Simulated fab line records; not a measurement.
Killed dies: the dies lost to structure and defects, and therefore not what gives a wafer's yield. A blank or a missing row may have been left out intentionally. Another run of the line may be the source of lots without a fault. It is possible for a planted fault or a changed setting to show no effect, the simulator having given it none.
Which tool did it? | flow sky130 | 6 lots, 18 wafers sampled, at 2 steps of a route of 708

== WHAT EACH GAUGE READ, for each wafer ==
SKY_VIA3_RS_MEAS_22: measures by four-point-probe.
lot  | measured     | on            | VIA3_W_RS (ohm/sq)
L410 | day 40 03:26 | film_metro-04 | 0.289 0.289 0.285
L412 | day 40 21:16 | film_metro-04 | 0.294 0.291 0.290
L419 | day 42 22:56 | film_metro-04 | 0.288 0.299 0.291
L422 | day 43 16:38 | film_metro-01 | 0.301 0.289 0.302
L427 | day 45 02:13 | film_metro-02 | 0.297 0.295 0.287
L431 | day 46 02:14 | film_metro-01 | 0.288 0.299 0.287

== EACH LOT AND THE TOOL THAT RAN IT (in order: tool; ch and the chambers of the sampled wafers; start) ==
lot  | SKY_CAPM_CVD_00
L410 | pecvd-04 ch 0,1, day 36 18:48
L412 | pecvd-03 ch 1,2, day 37 14:50
L419 | pecvd-02 ch 0,1,2, day 39 19:57
L422 | pecvd-02 ch 0,1,2, day 40 14:04
L427 | pecvd-03 ch 0,1,2, day 42 01:47
L431 | pecvd-04 ch 0,2, day 43 02:20
- SKY_CAPM_CVD_00: deposits SiO2, target thk 15.5 nm.

== THE ANSWER, worked out from the rows above alone ==
Rule: usual is defined by the lots themselves. Put in order of their means at a reading, lots are off if they are a third of the lots or fewer, leave a main group of 4 or more, and stand apart from it by a gap of 3 or more times the standard deviation of the main group's means; of several such gaps the widest counts. The tables above print the reading to a certain number of digits; a main group whose means all agree to those digits is not used. A lot without any number at a reading at which 4 lots or more have one is off too. The other lots that the step has rows for count as sound.
Nothing can be told from this: no lot is off at any reading shown.

== WHAT THE SIMULATOR HAD PUT IN ==
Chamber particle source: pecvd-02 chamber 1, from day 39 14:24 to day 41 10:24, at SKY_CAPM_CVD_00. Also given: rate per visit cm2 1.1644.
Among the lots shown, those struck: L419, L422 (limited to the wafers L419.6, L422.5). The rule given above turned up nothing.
